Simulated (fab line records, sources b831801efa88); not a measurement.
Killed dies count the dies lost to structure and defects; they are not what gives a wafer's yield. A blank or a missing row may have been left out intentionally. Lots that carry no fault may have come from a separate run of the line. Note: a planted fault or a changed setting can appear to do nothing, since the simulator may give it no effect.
Which tool was responsible? :: flow sky130 :: 13 lots with 39 wafers sampled at 4 steps, on a route of 708 steps

WHAT THE GAUGES READ, wafer by wafer
SKY_METAL4_CD_MEAS_13: target cd 300 nm. Usual: cd_nm at 300.7 nm, with a standard deviation of 1.5.
lot: L784
measured: day 41 18:59
on: cd_sem-02
cd_nm (nm): 301.7 302.0 300.7
flag: 

lot: L785
measured: day 42 10:21
on: cd_sem-01
cd_nm (nm): 302.9 303.5 300.4
flag: 

lot: L786
measured: day 42 14:23
on: cd_sem-02
cd_nm (nm): 299.0 300.3 299.9
flag: 

lot: L790
measured: day 43 15:19
on: cd_sem-01
cd_nm (nm): 302.2 300.1 301.9
flag: 

lot: L791
measured: day 43 21:25
on: cd_sem-02
cd_nm (nm): 298.2 298.3 299.0
flag: 

lot: L797
measured: day 45 18:34
on: cd_sem-02
cd_nm (nm): 302.2 300.7 301.6
flag: 

lot: L800
measured: day 46 10:52
on: cd_sem-01
cd_nm (nm): 302.7 302.6 302.7
flag: 

lot: L801
measured: day 46 14:26
on: cd_sem-01
cd_nm (nm): 299.1 300.3 296.6
flag: 

lot: L803
measured: day 47 02:33
on: cd_sem-02
cd_nm (nm): 300.7 301.3 301.2
flag: 

lot: L804
measured: day 47 07:49
on: cd_sem-01
cd_nm (nm): 300.7 302.5 302.0
flag: 

lot: L805
measured: day 47 10:58
on: cd_sem-01
cd_nm (nm): 300.8 299.7 300.3
flag: 

lot: L806
measured: day 47 15:31
on: cd_sem-01
cd_nm (nm): 300.5 301.8 302.8
flag: 

lot: L807
measured: day 47 19:36
on: cd_sem-01
cd_nm (nm): 298.4 300.3 300.1
flag: 

SKY_VIA4_BOW_MEAS_03. Usual: VIA4_BOW 78 um, standard deviation 7.6.
lot: L784
measured: day 41 20:38
on: film_metro-03
VIA4_BOW (um): 81 77 79
flag: 

lot: L785
measured: day 42 11:58
on: film_metro-01
VIA4_BOW (um): 75 61 74
flag: 

lot: L786
measured: day 42 16:00
on: film_metro-03
VIA4_BOW (um): 74 65 68
flag: 

lot: L790
measured: day 43 17:14
on: film_metro-03
VIA4_BOW (um): 72 82 63
flag: 

lot: L791
measured: day 43 23:13
on: film_metro-01
VIA4_BOW (um): 77 89 92
flag: 

lot: L797
measured: day 45 20:16
on: film_metro-03
VIA4_BOW (um): 66 70 77
flag: 

lot: L800
measured: day 46 12:29
on: film_metro-01
VIA4_BOW (um): 84 77 75
flag: 

lot: L801
measured: day 46 16:06
on: film_metro-03
VIA4_BOW (um): 73 68 81
flag: 

lot: L803
measured: day 47 04:36
on: film_metro-01
VIA4_BOW (um): 71 76 70
flag: 

lot: L804
measured: day 47 09:46
on: film_metro-01
VIA4_BOW (um): 77 80 72
flag: 

lot: L805
measured: day 47 12:34
on: film_metro-03
VIA4_BOW (um): 83 76 79
flag: 

lot: L806
measured: day 47 17:16
on: film_metro-03
VIA4_BOW (um): 88 92 78
flag: 

lot: L807
measured: day 47 21:23
on: film_metro-03
VIA4_BOW (um): 70 71 74
flag: 

WHICH TOOL RAN EACH LOT (tool, then ch and the chambers of the sampled wafers, then the start)
lot: L784
SKY_NWELL_STRIP_14: plasma_asher-03 ch 0,1, day 4 16:02
SKY_METAL4_ETCH_16: rie_metal-01 ch 0,1, day 41 19:08

lot: L785
SKY_NWELL_STRIP_14: plasma_asher-02 ch 0,1, day 5 03:28
SKY_METAL4_ETCH_16: rie_metal-04 ch 0,1, day 42 10:32

lot: L786
SKY_NWELL_STRIP_14: plasma_asher-02 ch 0,1, day 5 04:23
SKY_METAL4_ETCH_16: rie_metal-04 ch 1, day 42 14:33

lot: L790
SKY_NWELL_STRIP_14: plasma_asher-02 ch 0,1, day 5 23:23
SKY_METAL4_ETCH_16: rie_metal-02 ch 1, day 43 15:32

lot: L791
SKY_NWELL_STRIP_14: plasma_asher-02 ch 0,1, day 6 05:14
SKY_METAL4_ETCH_16: rie_metal-02 ch 0,1, day 43 21:37

lot: L797
SKY_NWELL_STRIP_14: plasma_asher-03 ch 0,1, day 7 23:56
SKY_METAL4_ETCH_16: rie_metal-04 ch 0,1, day 45 18:45

lot: L800
SKY_NWELL_STRIP_14: plasma_asher-04 ch 0,1, day 8 14:50
SKY_METAL4_ETCH_16: rie_metal-02 ch 0,1, day 46 11:02

lot: L801
SKY_NWELL_STRIP_14: plasma_asher-03 ch 0,1, day 8 15:58
SKY_METAL4_ETCH_16: rie_metal-02 ch 0,1, day 46 14:37

lot: L803
SKY_NWELL_STRIP_14: plasma_asher-03 ch 0,1, day 9 07:32
SKY_METAL4_ETCH_16: rie_metal-04 ch 0,1, day 47 02:44

lot: L804
SKY_NWELL_STRIP_14: plasma_asher-02 ch 0,1, day 9 13:38
SKY_METAL4_ETCH_16: rie_metal-04 ch 0,1, day 47 08:00

lot: L805
SKY_NWELL_STRIP_14: plasma_asher-02 ch 0,1, day 9 18:02
SKY_METAL4_ETCH_16: rie_metal-04 ch 0,1, day 47 11:09

lot: L806
SKY_NWELL_STRIP_14: plasma_asher-03 ch 0,1, day 9 21:49
SKY_METAL4_ETCH_16: rie_metal-01 ch 0,1, day 47 15:43

lot: L807
SKY_NWELL_STRIP_14: plasma_asher-04 ch 0,1, day 10 03:04
SKY_METAL4_ETCH_16: rie_metal-04 ch 0,1, day 47 19:47
- SKY_NWELL_STRIP_14: strips in O2/N2.
- SKY_METAL4_ETCH_16: etches BARC in N2/H2, stops on SiO2, time 88.2 s, target depth 60 nm.

WHAT THE TOOLS THEMSELVES READ (means of the sampled wafers that have a number; where no wafer has one, the mark that the record gives instead)
SKY_NWELL_STRIP_14. Usual: drypump_motor_current_A 6.0 A, standard deviation 0.62; oes_product_au 0.722 a.u., standard deviation 0.0044; strip_time_to_endpoint_s 36.89 s, standard deviation 0.089.
lot: L784
tool: plasma_asher-03
drypump_motor_current_A (A): 6.2
oes_product_au (a.u.): 0.724
strip_time_to_endpoint_s (s): 36.95
flag: 

lot: L785
tool: plasma_asher-02
drypump_motor_current_A (A): 5.5
oes_product_au (a.u.): 0.723
strip_time_to_endpoint_s (s): 36.93
flag: 

lot: L786
tool: plasma_asher-02
drypump_motor_current_A (A): 5.4
oes_product_au (a.u.): 0.720
strip_time_to_endpoint_s (s): 36.80
flag: 

lot: L790
tool: plasma_asher-02
drypump_motor_current_A (A): 6.0
oes_product_au (a.u.): 0.724
strip_time_to_endpoint_s (s): 36.78
flag: 

lot: L791
tool: plasma_asher-02
drypump_motor_current_A (A): 6.0
oes_product_au (a.u.): 0.720
strip_time_to_endpoint_s (s): 36.87
flag: 

lot: L797
tool: plasma_asher-03
drypump_motor_current_A (A): 6.2
oes_product_au (a.u.): 0.720
strip_time_to_endpoint_s (s): 36.85
flag: 

lot: L800
tool: plasma_asher-04
drypump_motor_current_A (A): 6.4
oes_product_au (a.u.): 0.725
strip_time_to_endpoint_s (s): 36.94
flag: 

lot: L801
tool: plasma_asher-03
drypump_motor_current_A (A): 6.1
oes_product_au (a.u.): 0.719
strip_time_to_endpoint_s (s): 36.87
flag: 

lot: L803
tool: plasma_asher-03
drypump_motor_current_A (A): 6.2
oes_product_au (a.u.): 0.721
strip_time_to_endpoint_s (s): 36.73
flag: 

lot: L804
tool: plasma_asher-02
drypump_motor_current_A (A): 5.5
oes_product_au (a.u.): 0.725
strip_time_to_endpoint_s (s): 36.91
flag: 

lot: L805
tool: plasma_asher-02
drypump_motor_current_A (A): 5.4
oes_product_au (a.u.): 0.722
strip_time_to_endpoint_s (s): 36.82
flag: 

lot: L806
tool: plasma_asher-03
drypump_motor_current_A (A): 6.2
oes_product_au (a.u.): 0.721
strip_time_to_endpoint_s (s): 36.97
flag: 

lot: L807
tool: plasma_asher-04
drypump_motor_current_A (A): 6.4
oes_product_au (a.u.): 0.722
strip_time_to_endpoint_s (s): 36.79
flag: 

SKY_METAL4_ETCH_16. Usual: drypump_motor_current_A 5.8 A, standard deviation 0.43; he_backside_leak_sccm 3.4 sccm, standard deviation 0.4; oes_product_au 0.626 a.u., standard deviation 0.0047; throttle_valve_pct 13.204 %, standard deviation 0.0093.
lot: L784
tool: rie_metal-01
drypump_motor_current_A (A): 5.6
he_backside_leak_sccm (sccm): 3.4
oes_product_au (a.u.): 0.624
throttle_valve_pct (%): 13.208
flag: 

lot: L785
tool: rie_metal-04
drypump_motor_current_A (A): 6.1
he_backside_leak_sccm (sccm): 3.3
oes_product_au (a.u.): 0.627
throttle_valve_pct (%): 13.210
flag: 

lot: L786
tool: rie_metal-04
drypump_motor_current_A (A): 5.3
he_backside_leak_sccm (sccm): 3.3
oes_product_au (a.u.): 0.625
throttle_valve_pct (%): 13.203
flag: 

lot: L790
tool: rie_metal-02
drypump_motor_current_A (A): 5.7
he_backside_leak_sccm (sccm): 3.2
oes_product_au (a.u.): 0.631
throttle_valve_pct (%): 13.199
flag: 

lot: L791
tool: rie_metal-02
drypump_motor_current_A (A): 5.8
he_backside_leak_sccm (sccm): 3.4
oes_product_au (a.u.): 0.625
throttle_valve_pct (%): 13.202
flag: 

lot: L797
tool: rie_metal-04
drypump_motor_current_A (A): 6.1
he_backside_leak_sccm (sccm): 3.3
oes_product_au (a.u.): 0.624
throttle_valve_pct (%): 13.208
flag: 

lot: L800
tool: rie_metal-02
drypump_motor_current_A (A): 5.8
he_backside_leak_sccm (sccm): 4.3
oes_product_au (a.u.): 0.622
throttle_valve_pct (%): 13.206
flag: 

lot: L801
tool: rie_metal-02
drypump_motor_current_A (A): 5.8
he_backside_leak_sccm (sccm): 3.3
oes_product_au (a.u.): 0.631
throttle_valve_pct (%): 13.211
flag: 

lot: L803
tool: rie_metal-04
drypump_motor_current_A (A): 5.7
he_backside_leak_sccm (sccm): 3.3
oes_product_au (a.u.): 0.628
throttle_valve_pct (%): 13.212
flag: 

lot: L804
tool: rie_metal-04
drypump_motor_current_A (A): 5.7
he_backside_leak_sccm (sccm): 3.2
oes_product_au (a.u.): 0.627
throttle_valve_pct (%): 13.203
flag: 

lot: L805
tool: rie_metal-04
drypump_motor_current_A (A): 5.7
he_backside_leak_sccm (sccm): 3.5
oes_product_au (a.u.): 0.622
throttle_valve_pct (%): 13.204
flag: 

lot: L806
tool: rie_metal-01
drypump_motor_current_A (A): 5.7
he_backside_leak_sccm (sccm): 3.5
oes_product_au (a.u.): 0.627
throttle_valve_pct (%): 13.205
flag: 

lot: L807
tool: rie_metal-04
drypump_motor_current_A (A): 6.1
he_backside_leak_sccm (sccm): 3.5
oes_product_au (a.u.): 0.622
throttle_valve_pct (%): 13.201
flag: 

THE ANSWER, worked out from the rows above alone
Rule: lot off if the mean of its wafers having a number is beyond 3 standard deviations from the usual mean. A lot without any number at a reading at which 4 lots or more have one is off too. Where the step has rows for the other lots, those lots are counted as sound. After the gauges, taken in route order, come the tools' own readings; for these a lot's mean is taken, as printed above. The first step at which some lot is off is used, and at that step the reading that is off furthest; a lot without a number counts as furthest.
None of the lots is off at any reading shown; this tells nothing.

WHAT HAD BEEN PUT IN BY THE SIMULATOR
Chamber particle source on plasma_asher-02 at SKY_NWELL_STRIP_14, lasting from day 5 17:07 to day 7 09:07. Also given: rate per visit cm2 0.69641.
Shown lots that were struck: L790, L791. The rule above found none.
